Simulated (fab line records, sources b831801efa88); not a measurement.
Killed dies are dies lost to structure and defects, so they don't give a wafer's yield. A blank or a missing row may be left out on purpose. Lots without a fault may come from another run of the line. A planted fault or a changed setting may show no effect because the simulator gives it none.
A struck lot beside a sound one | flow sky130 | 17 steps out of a route of 708
Sound: wafers L236.3, L236.4, L236.6. Struck: wafers L226.1, L226.3, L226.5. The cause comes at the end.
At each step with rows: each side's tool, then ch and its chambers, then its first start. Under that, the readings that differ: sound wafers | struck wafers | difference of the means | sigmas: that difference in standard deviations of wafers without a fault.
alike: readings whose means differ by less than 2 such deviations, and words and numbers that are the same on both sides. not compared: withheld readings, readings that some wafer has no value for, bounds like >300 that may hide the same value, and numbers for which the record gives no deviation and whose values overlap.
The two part at a step that has a row with sigmas, a row that says differs or no value, or rows on one side only. Numbers that don't overlap but have no deviation are shown without sigmas and don't part them. A reading that every wafer of one side lacks parts them only if that side has two wafers or more.

first, 1 step without rows for these wafers: SKY_VT_ADJUST_NCORE_IMPLANT_09.
SKY_VT_ADJUST_NCORE_STRIP_10: strips in O2/N2.
  sound on plasma_asher-02 ch 0,1, day 14 05:33; struck on plasma_asher-03 ch 1, day 11 00:43
  alike: drypump_motor_current_A, oes_product_au, strip_time_to_endpoint_s
  not compared: rf_hours_counter_h
SKY_VT_ADJUST_NCORE_TW_MEAS_11:
  sound on film_metro-03, day 14 05:38; struck on film_metro-03, day 11 00:49
  alike: VT_ADJUST_NCORE_TW
then, 7 steps without rows for these wafers: SKY_VT_ADJUST_HVTR_DEHYDRATE_00 (time 60 s); SKY_VT_ADJUST_HVTR_HMDS_01 (prime time 60 s); SKY_VT_ADJUST_HVTR_COAT_02 (resist thk 1140 nm); SKY_VT_ADJUST_HVTR_SOFTBAKE_03 (time 60 s); SKY_VT_ADJUST_HVTR_EXPOSE_04 (exposes mask HVTRM, target cd 380 nm); SKY_VT_ADJUST_HVTR_PEB_05; SKY_VT_ADJUST_HVTR_DEVELOP_06 (develop time 60 s).
SKY_VT_ADJUST_HVTR_CD_MEAS_07: target cd 380 nm.
  sound on cd_sem-01, day 15 07:25; struck on cd_sem-02, day 11 23:49
  alike: cd_nm
SKY_VT_ADJUST_HVTR_OVL_MEAS_08:
  sound on overlay-02, day 15 07:31; struck on overlay-01, day 11 23:56
  alike: VT_ADJUST_HVTR_OVL
SKY_VT_ADJUST_HVTR_IMPLANT_09:
  sound on implanter-01 ch 0, day 15 07:35; struck on implanter-03 ch 0, day 11 23:58
  reading            | sound                            | struck                           | difference  | sigmas
  dose_ions_cm2      | 2.1006e+12 2.1024e+12 2.0972e+12 | 2.7865e+12 2.7872e+12 2.7827e+12 | +6.8540e+11 | +99 or more
  faraday_current_uA | 11.97 11.94 11.77                | 16.07 15.72 15.64                | +3.92       | +17
  alike: end_station_pressure_torr
SKY_VT_ADJUST_HVTR_STRIP_10: strips in O2/N2.
  sound on plasma_asher-01 ch 0,1, day 15 07:43; struck on plasma_asher-03 ch 0,1, day 12 00:07
  alike: drypump_motor_current_A, oes_product_au, strip_time_to_endpoint_s
  not compared: rf_hours_counter_h
SKY_VT_ADJUST_HVTR_TW_MEAS_11:
  sound on film_metro-04, day 15 07:48; struck on film_metro-04, day 12 00:13
  reading           | sound             | struck            | difference | sigmas
  VT_ADJUST_HVTR_TW | 209.7 210.4 209.1 | 228.4 228.2 228.0 | +18.5      | +10
then, 1 step without rows for these wafers: SKY_VT_ADJUST_PCH_DEHYDRATE_00 (time 60 s).
-- the record jumps here: 36 days lie between the struck wafers' starts before and after (it left off in module VT_ADJUST_PCH and takes up again in module PAD_OPEN, whose first step shown is number 708 of the route) --
SKY_PAD_OPEN_PROBE_99:
  sound on prober-01, day 50 04:17; struck on prober-01, day 48 05:49
  reading                                  | sound                   | struck                  | difference | sigmas
  model.etest.pfet_01v8_mvt.drive_ua_um    | 147 148.6 150.2         | 161.9 162.5 160.4       | +13.0      |
  model.etest.pfet_01v8_mvt.off_log10_a_um | -10.87 -10.95 -10.85    | -9.623 -9.513 -9.793    | +1.247     |
  model.etest.pfet_01v8_mvt.vt_sat_v (V)   | -0.5781 -0.5803 -0.57   | -0.4704 -0.4606 -0.4762 | +0.1071    |
  model.etest.pfet_01v8_mvt.vt_v (V)       | -0.6631 -0.6651 -0.6585 | -0.5695 -0.5615 -0.576  | +0.0932    |
  model.etest.pfet_01v8_mvt.vt_long_v (V)  | -0.8745 -0.8703 -0.8681 | -0.7923 -0.789 -0.796   | +0.0785    |
  alike: killed_at_M0_to_M3, killed_at_M4_up, killed_at_contacts, killed_at_front_end, killed_at_other, killed_dies, killed_open, killed_short
  not compared: model.etest.pfet_01v8_mvt.body_rise_v

WHERE THEY PART
First at SKY_VT_ADJUST_HVTR_IMPLANT_09; last, within this record, at SKY_VT_ADJUST_HVTR_TW_MEAS_11. Later steps at which nothing parts them and some readings are alike: SKY_PAD_OPEN_PROBE_99.

WHY: what the simulator had put in
Process parameter drift: implanter-03, from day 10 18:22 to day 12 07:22, at SKY_VT_ADJUST_HVTR_IMPLANT_09. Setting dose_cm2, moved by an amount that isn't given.
